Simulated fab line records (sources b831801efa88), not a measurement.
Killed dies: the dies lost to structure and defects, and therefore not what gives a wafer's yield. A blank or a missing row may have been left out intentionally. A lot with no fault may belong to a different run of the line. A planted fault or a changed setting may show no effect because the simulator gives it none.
Chamber matching	flow gf180mcu	GF_STI_ETCH_14 on rie si-01 has 4 sister chambers
The step etches Si in HBr/Cl2/O2, target depth 360 nm, time 104.3 s. 18 wafers are shown with their chamber, then 9 later ones without.

== WAFERS WITH THEIR CHAMBER ==
wafer	chamber	drypump motor current A (A)	oes product au (a.u.)	throttle valve pct (%)
L352.1	1	5.7	0.985	25.662
L352.3	3	5.4	0.991	25.675
L352.6	2	6.3	0.991	25.673
L355.2	2	6.4	0.992	25.652
L355.5	1	5.7	0.990	25.668
L355.6	0	5.5	0.994	25.673
L356.3	1	5.8	0.996	25.658
L356.5	2	6.3	1.007	25.651
L356.6	3	5.4	1.016	25.656
L358.1	1	5.7	1.001	25.649
L358.2	3	5.4	0.987	25.650
L358.4	2	6.3	0.993	25.658
L365.2	0	5.4	0.988	25.680
L365.3	2	6.3	1.006	25.657
L365.5	3	5.4	0.989	25.657
L366.1	0	5.5	0.990	25.645
L366.2	1	5.8	0.990	25.641
L366.3	3	5.4	0.991	25.659

SIGNATURES (means of the wafers above)
reading	chamber 0	chamber 1	chamber 2	chamber 3	scatter within a chamber
drypump motor current A	5.467	5.740	6.320	5.400	0.0436
oes product au	0.99067	0.99240	0.99780	0.99480	0.00845
throttle valve pct	25.66600	25.65560	25.65820	25.65940	0.0113
Rule: for each reading, subtract the chamber's mean from the wafer's reading, divide by that reading's scatter and square the result; add these up over the readings and take the root, which gives the wafer's distance from the chamber. If the next closest chamber is less than 2 further off than the closest, the wafer can't be placed; otherwise it belongs to the closest. How the scatter is found: for the shown wafers, subtract from each reading the mean of its chamber, square and add these, divide the total by (wafers less chambers), then take the root.

== WAFERS WITHOUT THEIR CHAMBER ==
wafer	drypump motor current A (A)	oes product au (a.u.)	throttle valve pct (%)
L367.2	6.4	0.992	25.666
L367.5	5.8	0.988	25.667
L367.6	5.5	0.984	25.669
L369.4	5.4	0.987	25.658
L369.5	6.4	0.998	25.664
L369.6	5.4	1.006	25.647
L372.1	5.4	0.997	25.654
L372.2	6.4	0.997	25.659
L372.3	5.4	0.997	25.652

== WHICH CHAMBER EACH WENT THROUGH ==
wafer	from the rows above	in truth
L367.2	2	2
L367.5	1	1
L367.6	can't be placed: 0 or 3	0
L369.4	can't be placed: 3 or 0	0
L369.5	2	2
L369.6	can't be placed: 3 or 0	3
L372.1	can't be placed: 3 or 0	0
L372.2	2	2
L372.3	can't be placed: 3 or 0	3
Placed correctly: 4 of 9. Cannot be placed on the basis of these rows: 5; the candidates contain the true chamber in 5. 0 placed wrongly.
